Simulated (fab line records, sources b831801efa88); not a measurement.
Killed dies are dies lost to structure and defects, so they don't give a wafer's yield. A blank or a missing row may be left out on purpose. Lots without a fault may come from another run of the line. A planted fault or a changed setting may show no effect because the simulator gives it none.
Chamber matching | flow gf180mcu | GF_V1_CMP_26 on cmp-01: 4 sister chambers
The step polishes, stops on SiO2, t overpolish 15 s, target thk 0 nm. 8 wafers are shown with their chamber, then 8 later ones without.

WAFERS WITH THEIR CHAMBER
wafer  | chamber | time_to_endpoint_s (s) | motor_current_A (A)
L722.1 | 3       | 83                     | 10.6
L722.2 | 0       | 81                     | 11.3
L730.4 | 3       | 86                     | 10.0
L730.6 | 2       | 85                     | 11.1
L732.2 | 0       | 84                     | 11.0
L732.3 | 2       | 86                     | 10.4
L732.5 | 1       | 93                     | 11.9
L734.4 | 1       | 90                     | 12.2

WAFERS WITHOUT THEIR CHAMBER
wafer  | time_to_endpoint_s (s) | motor_current_A (A)
L734.5 | 82                     | 10.6
L734.6 | 91                     | 11.6
L735.1 | 90                     | 12.0
L735.3 | 80                     | 10.4
L735.4 | 85                     | 10.1
L736.2 | 89                     | 11.1
L736.3 | 84                     | 11.1
L736.5 | 89                     | 11.3

WHICH CHAMBER EACH WENT THROUGH
wafer  | from the rows above               | in truth
L734.5 | can't be placed: 0 or 3 or 2      | 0
L734.6 | 1                                 | 1
L735.1 | 1                                 | 1
L735.3 | can't be placed: 3 or 0 or 2      | 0
L735.4 | can't be placed: 3 or 2           | 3
L736.2 | can't be placed: 2 or 1 or 3 or 0 | 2
L736.3 | can't be placed: 0 or 2 or 3      | 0
L736.5 | can't be placed: 2 or 1 or 0 or 3 | 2
Placed correctly: 2 of 8. Can't be placed from these rows: 6 (the true chamber is among the candidates in 6). Placed wrongly: 0.
How it was worked out, from the rows above alone: a wafer's distance from a chamber is the root of the sum, over the readings, of the square of ((its reading less the chamber's mean) divided by the reading's scatter). The wafer belongs to the nearest chamber; if the next one is less than 2 further off, it can't be placed. A chamber's mean is the mean of its shown wafers. The scatter: the root of (the sum of the squares of (reading less its chamber's mean) over the shown wafers, divided by (wafers less chambers)).
